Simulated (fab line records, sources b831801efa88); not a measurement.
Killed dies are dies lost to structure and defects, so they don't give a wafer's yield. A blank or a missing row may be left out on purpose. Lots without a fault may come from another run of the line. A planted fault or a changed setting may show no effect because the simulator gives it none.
Tool commonality check | flow sky130 | 12 lots, 39 wafers sampled

WHY IT WAS OPENED
At SKY_NWELL_TW_MEAS_26 the reading NWELL_2_TW is flagged on 1 of 12 lots. Wafers without a fault read 501, standard deviation 4.
Rule: a lot is flagged when every wafer of it that has a number lies more than 4 standard deviations from that mean, or none has a number. The other lots count as sound.

lot  | measured     | on            | NWELL_2_TW, wafer by wafer | flag
L847 | day 5 05:40  | film_metro-01 | 497 496 494                |
L848 | day 5 17:50  | film_metro-04 | 499 499 497                |
L849 | day 5 21:42  | film_metro-04 | 493 499 499                |
L850 | day 6 03:11  | film_metro-03 | 504 504 504                |
L851 | day 6 07:47  | film_metro-03 | 507 504 506                |
L852 | day 6 13:21  | film_metro-03 | 30 30 30 30 30 30          | FLAGGED
L860 | day 8 13:01  | film_metro-03 | 507 506 507                |
L861 | day 8 17:34  | film_metro-01 | 505 504 501                |
L862 | day 9 07:23  | film_metro-04 | 496 498 498                |
L865 | day 9 22:52  | film_metro-03 | 506 505 506                |
L867 | day 10 08:07 | film_metro-03 | 508 507 509                |
L868 | day 10 15:46 | film_metro-04 | 497 499 500                |
The numbers of the flagged lots are 30 on average: -471 against the usual, or -99 or more standard deviations.

WHICH TOOL RAN EACH LOT
The record holds 1 process step before the reading, out of a route of 708 steps. In each cell: the tool, then ch and the chambers that the sampled wafers went through, then the start.
lot  | flag    | SKY_NWELL_EXPOSE_20
L847 |         | iline_stepper-01 ch 0, day 4 21:07
L848 |         | iline_stepper-02 ch 0, day 5 08:42
L849 |         | iline_stepper-02 ch 0, day 5 13:05
L850 |         | iline_stepper-01 ch 0, day 5 18:19
L851 |         | iline_stepper-01 ch 0, day 5 22:43
L852 | FLAGGED | iline_stepper-02 ch 0, day 6 04:07
L860 |         | iline_stepper-01 ch 0, day 8 02:45
L861 |         | iline_stepper-02 ch 0, day 8 07:16
L862 |         | iline_stepper-02 ch 0, day 8 20:45
L865 |         | iline_stepper-02 ch 0, day 9 11:59
L867 |         | iline_stepper-02 ch 0, day 9 21:07
L868 |         | iline_stepper-01 ch 0, day 10 04:17
What these steps do:
- SKY_NWELL_EXPOSE_20: exposes mask NWM COMPLEMENT, target cd 840 nm.
- SKY_NWELL_TW_MEAS_26

FLAGGED OVER TOTAL, TOOL BY TOOL (the gauges that took the reading come last)
step                 | tool             | lots run | flagged | share of the flagged lots | sound lots run after its first flagged lot
SKY_NWELL_EXPOSE_20  | iline_stepper-01 | 5        | 0       | none                      | -
SKY_NWELL_EXPOSE_20  | iline_stepper-02 | 7        | 1       | all                       | 4 (L861,L862,L865,L867)
SKY_NWELL_TW_MEAS_26 | film_metro-01    | 2        | 0       | none                      | -
SKY_NWELL_TW_MEAS_26 | film_metro-03    | 6        | 1       | all                       | 3 (L860,L865,L867)
SKY_NWELL_TW_MEAS_26 | film_metro-04    | 4        | 0       | none                      | -

WHAT THE TABLE ALLOWS
2 rows of the table ran every flagged lot: iline_stepper-02 at SKY_NWELL_EXPOSE_20, film_metro-03 at SKY_NWELL_TW_MEAS_26.
- iline_stepper-02 at SKY_NWELL_EXPOSE_20: 1 of its 7 lots flagged. Sound lots ran on it after the first flagged one (L861, L862, L865, L867), which a lasting fault on the whole tool wouldn't allow.
- film_metro-03 at SKY_NWELL_TW_MEAS_26: 1 of its 6 lots flagged. Sound lots ran on it after the first flagged one (L860, L865, L867), which a lasting fault on the whole tool wouldn't allow.
No row of the table ran every flagged lot and no sound lot after the first.

WHAT THE SIMULATOR HAD PUT IN
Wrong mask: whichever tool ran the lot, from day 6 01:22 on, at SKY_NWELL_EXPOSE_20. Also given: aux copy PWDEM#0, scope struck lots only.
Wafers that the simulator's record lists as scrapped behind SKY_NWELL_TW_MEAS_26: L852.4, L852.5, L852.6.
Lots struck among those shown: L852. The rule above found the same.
